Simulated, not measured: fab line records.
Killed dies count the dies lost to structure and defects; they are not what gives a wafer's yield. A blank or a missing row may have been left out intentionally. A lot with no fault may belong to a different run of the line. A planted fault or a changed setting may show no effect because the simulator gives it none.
The tool behind it: which one? | flow gf180mcu | Sampling: 12 lots, 36 wafers, 2 of 602 route steps

## WHAT THE GAUGES READ, wafer by wafer
GF_V3_THK_MEAS_25: measures by xrf.
lot  | measured     | on           | V3_W_THK (nm)
L075 | day 23 03:29 | filmMetro-02 | 359 357 363
L076 | day 23 16:33 | filmMetro-02 | 365 360 362
L079 | day 24 11:51 | filmMetro-02 | 361 365 355
L081 | day 25 03:56 | filmMetro-03 | 362 373 371
L083 | day 25 18:52 | filmMetro-01 | 350 354 352
L085 | day 26 11:44 | filmMetro-03 | 364 362 358
L087 | day 27 02:45 | filmMetro-01 | 344 347 347
L089 | day 27 12:11 | filmMetro-01 | 356 347 350
L091 | day 28 11:00 | filmMetro-03 | 365 365 364
L093 | day 28 14:29 | filmMetro-02 | 355 362 355
L095 | day 29 22:04 | filmMetro-02 | 362 357 362
L097 | day 30 01:53 | filmMetro-01 | 357 355 354

## TOOL THAT RAN EACH LOT (tool first, then ch and the chambers of the sampled wafers, then the start)
lot  | GF_V2_CMP_04
L075 | cmp-02 ch 0,2,3, day 20 00:43
L076 | cmp-02 ch 0,1,3, day 20 12:47
L079 | cmp-02 ch 0,1,2, day 21 09:21
L081 | cmp-01 ch 0,1,2, day 22 03:17
L083 | cmp-01 ch 0,2,3, day 22 19:27
L085 | cmp-02 ch 0,2, day 23 13:13
L087 | cmp-01 ch 2,3, day 24 06:41
L089 | cmp-01 ch 0,2, day 24 16:11
L091 | cmp-02 ch 1,2,3, day 25 15:31
L093 | cmp-02 ch 0,2, day 25 20:11
L095 | cmp-02 ch 0,1,2, day 27 06:26
L097 | cmp-02 ch 1,2,3, day 27 10:37
- GF_V2_CMP_04: polishes SiO2.

## THE ANSWER, worked out from the rows above alone
Rule: the usual values come from the lots themselves. The widest of any qualifying gaps counts: lots, ordered by their means at a reading, are off when they make up no more than a third of the lots, leave a main group of 4 or more, and stand apart from it by 3 or more times the standard deviation of that group's means. The tables above print the reading to a certain number of digits; a main group whose means all agree to those digits is not used. Also off: a lot with no number at a reading for which 4 or more lots have one. Where the step has rows for the other lots, those lots are counted as sound.
No lot is off on any of the readings shown, so nothing can be concluded from this.

## WHAT HAD BEEN PUT IN BY THE SIMULATOR
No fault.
